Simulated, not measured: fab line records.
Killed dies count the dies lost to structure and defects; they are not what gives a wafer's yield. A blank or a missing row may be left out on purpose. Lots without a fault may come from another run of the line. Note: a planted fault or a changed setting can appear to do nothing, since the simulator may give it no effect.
Which tool was responsible? | flow gf180mcu | 36 wafers from 12 lots sampled at 2 of the route's 602 steps

WHAT EACH GAUGE READ, for each wafer
GF_M4_OVL_MEAS_15.
lot  | measured     | on         | M4_OVL (nm)
L075 | day 23 04:35 | overlay-02 | -1 9 10
L077 | day 24 05:35 | overlay-01 | 8 11 7
L079 | day 24 16:05 | overlay-01 | 6 -2 -2
L081 | day 25 11:59 | overlay-02 | -7 -2 -3
L083 | day 26 17:59 | overlay-01 | 2 -1 -2
L085 | day 27 15:30 | overlay-02 | -6 -5 -3
L087 | day 28 05:44 | overlay-02 | 4 10 11
L090 | day 28 21:56 | overlay-01 | 4 -4 -3
L092 | day 29 10:32 | overlay-02 | 6 6 6
L093 | day 29 20:29 | overlay-01 | 4 9 12
L096 | day 30 05:47 | overlay-02 | 3 5 6
L097 | day 30 19:14 | overlay-02 | 4 1 6

EACH LOT AND THE TOOL THAT RAN IT (in order: tool; ch and the chambers of the sampled wafers; start)
lot  | GF_M4_SPUTTER_01
L075 | pvd_sputter-02, day 22 05:19
L077 | pvd_sputter-03, day 23 06:47
L079 | pvd_sputter-02, day 23 17:19
L081 | pvd_sputter-01, day 24 13:26
L083 | pvd_sputter-03, day 25 21:37
L085 | pvd_sputter-01, day 26 18:35
L087 | pvd_sputter-02, day 27 09:37
L090 | pvd_sputter-02, day 28 02:37
L092 | pvd_sputter-01, day 28 15:47
L093 | pvd_sputter-03, day 29 01:34
L096 | pvd_sputter-03, day 29 10:53
L097 | pvd_sputter-03, day 30 01:14
- GF_M4_SPUTTER_01: material TiN, target thk 30 nm, time 25 s.

THE ANSWER, worked out from the rows above alone
Rule: what is usual is taken from the lots themselves. Put in order of their means at a reading, lots are off if they are a third of the lots or fewer, leave a main group of 4 or more, and stand apart from it by a gap of 3 or more times the standard deviation of the main group's means; of several such gaps the widest counts. Not used: any main group whose means are identical at the precision the tables above print for the reading. Also off: a lot with no number at a reading for which 4 or more lots have one. Any other lot the step has rows for is counted as sound.
No lot is off at any reading shown: from this, nothing can be told.

WHAT THE SIMULATOR PUT IN
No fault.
